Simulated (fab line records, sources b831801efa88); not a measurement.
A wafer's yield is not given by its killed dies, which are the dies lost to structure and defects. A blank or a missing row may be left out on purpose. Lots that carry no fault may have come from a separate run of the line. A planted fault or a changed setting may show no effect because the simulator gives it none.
Chamber matching ; flow sky130 ; cmp-01 running SKY_CONTACT_CMP_27: 4 sister chambers
The step polishes, stops on SiO2, t overpolish 15 s, target thk 0 nm. 14 wafers are shown with their chamber, then 7 later ones without.

== WAFERS PAIRED WITH THEIR CHAMBERS ==
wafer;chamber;motor current A (A);time to endpoint s (s);overpolish run s (s)
L207.1;0;9.7;84;14.993
L207.2;1;11.3;82;15.010
L207.6;0;9.7;85;14.997
L210.2;0;10.3;84;14.992
L210.4;2;12.8;78;15.010
L210.5;1;11.9;82;15.000
L215.4;1;11.1;80;15.013
L215.5;1;11.6;81;15.010
L215.6;2;13.2;81;15.005
L219.1;2;12.8;86;14.993
L219.2;3;10.7;90;14.998
L219.6;3;10.5;87;15.006
L225.1;1;12.3;82;15.009
L225.2;3;11.1;91;15.007

SIGNATURES (means of the wafers above)
reading;chamber 0;chamber 1;chamber 2;chamber 3;scatter within a chamber
motor current A;9.900;11.640;12.933;10.767;0.38
time to endpoint s;84.33;81.40;81.67;89.33;2.13
overpolish run s;14.99400;15.00840;15.00267;15.00367;0.00559
Rule: for a wafer and a chamber, the distance is found by dividing, reading by reading, the gap between the wafer's reading and the chamber's mean by the reading's scatter, squaring, summing and taking the root. The wafer belongs to the nearest chamber; if the next one is less than 2 further off, it can't be placed. The scatter: the root of (the sum of the squares of (reading less its chamber's mean) over the shown wafers, divided by (wafers less chambers)).

== WAFERS WHOSE CHAMBER IS MISSING ==
wafer;motor current A (A);time to endpoint s (s);overpolish run s (s)
L225.6;11.0;90;14.994
L229.2;10.1;83;15.002
L229.4;11.5;84;15.007
L229.6;11.7;83;14.993
L230.3;9.8;87;14.997
L230.4;12.5;80;15.005
L230.5;10.0;81;15.007

== EACH ONE'S CHAMBER ==
wafer;from the rows above;in truth
L225.6;3;3
L229.2;can't be placed: 0 or 3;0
L229.4;can't be placed: 1 or 3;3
L229.6;can't be placed: 1 or 2 or 3 or 0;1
L230.3;can't be placed: 0 or 3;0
L230.4;can't be placed: 2 or 1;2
L230.5;can't be placed: 0 or 1 or 3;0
Placed correctly: 1 of 7. Can't be placed from these rows: 6 (the true chamber is among the candidates in 6). Number placed wrongly: 0.
